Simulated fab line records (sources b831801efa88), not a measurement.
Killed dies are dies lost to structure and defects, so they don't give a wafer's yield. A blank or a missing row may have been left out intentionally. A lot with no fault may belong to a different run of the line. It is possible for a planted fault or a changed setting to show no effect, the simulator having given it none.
A single fault, viewed from 2 desks	flow gf180mcu	numbers are kept per desk, each desk with only its own; the story behind them comes last

## THE METROLOGY DESK
What the gauges read for every lot (on any tool): the sampled wafers with a number, averaged. If a lot's mean is further than 4 standard deviations from the usual mean, the lot is out of limits and carries the mark OUT (the distance appears in the brackets).
Columns: A = DUAL_GATE_OXIDATION_00_THK at GF_DUAL_GATE_THK_MEAS_03, usual 10.95 nm; B = CONTACT_W_THK at GF_CONTACT_THK_MEAS_26, usual 308 nm
lot	first seen here	A	B
L213	day 7 18:58	11.05	312
L214	day 8 01:23	10.80	302
L215	day 8 09:56	11.00	311
L216	day 8 14:56	11.50	310
L217	day 8 22:47	10.78	308
L218	day 9 06:42	10.78	308
L220	day 10 06:50	10.91	304
L223	day 10 20:41	9.92 (-5.2) OUT	313
L224	day 10 20:41	9.91 (-5.2) OUT	309
L231	day 12 17:52	10.82	301
L233	day 13 07:41	10.95	310
L235	day 14 02:16	11.15	302
L236	day 14 07:37	10.75	306
Per this desk, out of limits: L223, L224; the first was L223, day 10 20:41 (DUAL_GATE_OXIDATION_00_THK at GF_DUAL_GATE_THK_MEAS_03). L213, L214, L215, L216, L217, L218, L220, L231, L233, L235, L236: within limits.

## FOR THE TOOL OWNER'S DESK: furnace-02
The tool's own readings at GF_DUAL_GATE_OXIDATION_02 (stabilise 600 s, purge 300 s, target thk 10.887 nm): means of the sampled wafers that have a number, for each lot that ran on this tool. If a lot's mean is further than 4 standard deviations from the usual mean, the lot is out of limits and carries the mark OUT (the distance appears in the brackets).
Columns: A = spikeTcBottomC at GF_DUAL_GATE_OXIDATION_02, usual 918.1 C; B = spikeTcCentreC at GF_DUAL_GATE_OXIDATION_02, usual 900.8 C; C = spikeTcLowerC at GF_DUAL_GATE_OXIDATION_02, usual 899.6 C; D = spikeTcTopC at GF_DUAL_GATE_OXIDATION_02, usual 911.9 C; E = spikeTcUpperC at GF_DUAL_GATE_OXIDATION_02, usual 899.2 C; F = tubeCenterTempC at GF_DUAL_GATE_OXIDATION_02, usual 900 C; G = tube_center_temp_C_max at GF_DUAL_GATE_OXIDATION_02, usual 902.3
lot	first seen here	A	B	C	D	E	F	G
L214	day 7 23:56	920.4	901.8	899.3	910.2	900.3	900	902.4
L216	day 8 13:28	920.5	900.9	900.2	912.0	900.4	900	902.4
L217	day 8 21:20	920.6	900.4	899.9	911.4	901.0	900	902.3
L220	day 10 05:23	920.0	901.1	900.1	911.5	901.7	900	902.4
L223	day 10 19:14	909.7	890.1 (-12) OUT	889.4 (-7.3) OUT	901.5 (-10) OUT	890.6 (-4.3) OUT	890 (-99 or more) OUT	891.7 (-28) OUT
L224	day 10 19:14	909.9	889.9 (-12) OUT	890.1 (-6.8) OUT	902.1 (-9.8) OUT	889.5 (-4.9) OUT	890 (-99 or more) OUT	891.7 (-28) OUT
L235	day 14 00:49	921.3	901.2	899.6	911.1	899.9	900	902.5
This desk's finding: out of limits on L223, L224; first on L223, day 10 19:14 (spikeTcCentreC at GF_DUAL_GATE_OXIDATION_02). L214, L216, L217, L220, L235: within limits.

## TAKEN TOGETHER
The tool owner's desk could have raised an alarm at day 10 19:14, on L223, L224.
On L223, L224, the metrology desk was in a position to raise an alarm at day 10 20:41.
On furnace-02, each named lot ran GF_DUAL_GATE_OXIDATION_02.

## WHAT THE SIMULATOR HAD PUT IN
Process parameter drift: furnace-02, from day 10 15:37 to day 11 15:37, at GF_DUAL_GATE_OXIDATION_02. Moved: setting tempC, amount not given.
Lots struck among those shown: L223, L224.
Time in hours from fault onset to the first out-of-limits reading at each desk: tool owner's desk 4, metrology desk 5.
